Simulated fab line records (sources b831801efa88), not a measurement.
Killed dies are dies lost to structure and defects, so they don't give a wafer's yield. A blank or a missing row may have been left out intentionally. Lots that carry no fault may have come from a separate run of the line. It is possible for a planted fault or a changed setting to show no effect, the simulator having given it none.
Which tool was responsible? :: flow gf180mcu :: 11 lots, 33 wafers sampled, at 4 steps of a route of 602

== WHAT EACH GAUGE READ, for each wafer ==
GF_V3_THK_MEAS_03.
lot: L410
measured: day 22 02:49
on: filmMetro-03
V3_CVD_02_THK (nm): 850 855 866

lot: L411
measured: day 22 15:10
on: filmMetro-01
V3_CVD_02_THK (nm): 848 861 870

lot: L412
measured: day 23 01:37
on: filmMetro-03
V3_CVD_02_THK (nm): 857 864 840

lot: L413
measured: day 23 07:39
on: filmMetro-03
V3_CVD_02_THK (nm): 326 866 864

lot: L415
measured: day 24 00:50
on: filmMetro-03
V3_CVD_02_THK (nm): 850 350 857

lot: L424
measured: day 26 23:59
on: filmMetro-03
V3_CVD_02_THK (nm): 841 853 857

lot: L425
measured: day 27 03:36
on: filmMetro-02
V3_CVD_02_THK (nm): 848 851 862

lot: L426
measured: day 27 10:33
on: filmMetro-02
V3_CVD_02_THK (nm): 859 864 864

lot: L427
measured: day 27 15:37
on: filmMetro-02
V3_CVD_02_THK (nm): 825 823 836

lot: L429
measured: day 28 11:25
on: filmMetro-01
V3_CVD_02_THK (nm): 833 858 853

lot: L431
measured: day 28 19:19
on: filmMetro-03
V3_CVD_02_THK (nm): 847 855 861

== EACH LOT AND THE TOOL THAT RAN IT (in order: tool; ch and the chambers of the sampled wafers; start) ==
lot: L410
GF_V2_CMP_04: cmp-02 ch 1,2,3, day 20 00:18
GF_M3_SPUTTER_00: pvdSputter-02, day 21 02:43
GF_V3_CVD_02: pecvd-01 ch 0,1,2, day 22 02:44

lot: L411
GF_V2_CMP_04: cmp-01 ch 0,1,3, day 20 12:32
GF_M3_SPUTTER_00: pvdSputter-01, day 21 14:57
GF_V3_CVD_02: pecvd-01 ch 0,2, day 22 15:05

lot: L412
GF_V2_CMP_04: cmp-02 ch 0,1,2, day 20 23:44
GF_M3_SPUTTER_00: pvdSputter-02, day 22 01:28
GF_V3_CVD_02: pecvd-01 ch 0,1,2, day 23 01:32

lot: L413
GF_V2_CMP_04: cmp-01 ch 1,2, day 21 06:49
GF_M3_SPUTTER_00: pvdSputter-01, day 22 07:32
GF_V3_CVD_02: pecvd-01 ch 0,1,2, day 23 07:34

lot: L415
GF_V2_CMP_04: cmp-01 ch 1,2,3, day 22 00:08
GF_M3_SPUTTER_00: pvdSputter-01, day 23 00:54
GF_V3_CVD_02: pecvd-01 ch 0,1,2, day 24 00:46

lot: L424
GF_V2_CMP_04: cmp-02 ch 0,2, day 25 01:52
GF_M3_SPUTTER_00: pvdSputter-01, day 26 01:34
GF_V3_CVD_02: pecvd-01 ch 0,1, day 26 23:55

lot: L425
GF_V2_CMP_04: cmp-01 ch 0,3, day 25 06:51
GF_M3_SPUTTER_00: pvdSputter-03, day 26 05:57
GF_V3_CVD_02: pecvd-01 ch 0,2, day 27 03:31

lot: L426
GF_V2_CMP_04: cmp-01 ch 0,1,3, day 25 13:09
GF_M3_SPUTTER_00: pvdSputter-02, day 26 12:29
GF_V3_CVD_02: pecvd-01 ch 0,1,2, day 27 10:29

lot: L427
GF_V2_CMP_04: cmp-02 ch 0,1,3, day 25 19:43
GF_M3_SPUTTER_00: pvdSputter-02, day 26 17:44
GF_V3_CVD_02: pecvd-04 ch 0,1,2, day 27 15:32

lot: L429
GF_V2_CMP_04: cmp-02 ch 2,3, day 26 15:47
GF_M3_SPUTTER_00: pvdSputter-02, day 27 14:39
GF_V3_CVD_02: pecvd-02 ch 0,1,2, day 28 11:21

lot: L431
GF_V2_CMP_04: cmp-02 ch 0,1,3, day 27 01:01
GF_M3_SPUTTER_00: pvdSputter-03, day 27 22:14
GF_V3_CVD_02: pecvd-01 ch 1,2, day 28 19:14
- GF_V2_CMP_04: polishes SiO2.
- GF_M3_SPUTTER_00: material Ti, target thk 37.5 nm, time 150 s.
- GF_V3_CVD_02: deposits SiO2 from TEOS, target thk 850 nm, time 94.851 s.

== THE ANSWER, worked out from the rows above alone ==
Rule: usual is defined by the lots themselves. The widest of any qualifying gaps counts: lots, ordered by their means at a reading, are off when they make up no more than a third of the lots, leave a main group of 4 or more, and stand apart from it by 3 or more times the standard deviation of that group's means. A main group is skipped when, at the precision printed for the reading in the tables above, its means are all equal. A lot without any number at a reading at which 4 lots or more have one is off too. All remaining lots with rows at the step are treated as sound.
Off: L413, L415, at GF_V3_THK_MEAS_03 (V3_CVD_02_THK). The main group has a mean of 852 nm with a standard deviation of 9.4.
A tool fits if, at a process step before that reading, it ran every lot that is off, and no sound lot after the first of them. Those tools and the gauges at GF_V3_THK_MEAS_03 are tried in the same way. Not one of the candidates tried fits.

== WHAT HAD BEEN PUT IN BY THE SIMULATOR ==
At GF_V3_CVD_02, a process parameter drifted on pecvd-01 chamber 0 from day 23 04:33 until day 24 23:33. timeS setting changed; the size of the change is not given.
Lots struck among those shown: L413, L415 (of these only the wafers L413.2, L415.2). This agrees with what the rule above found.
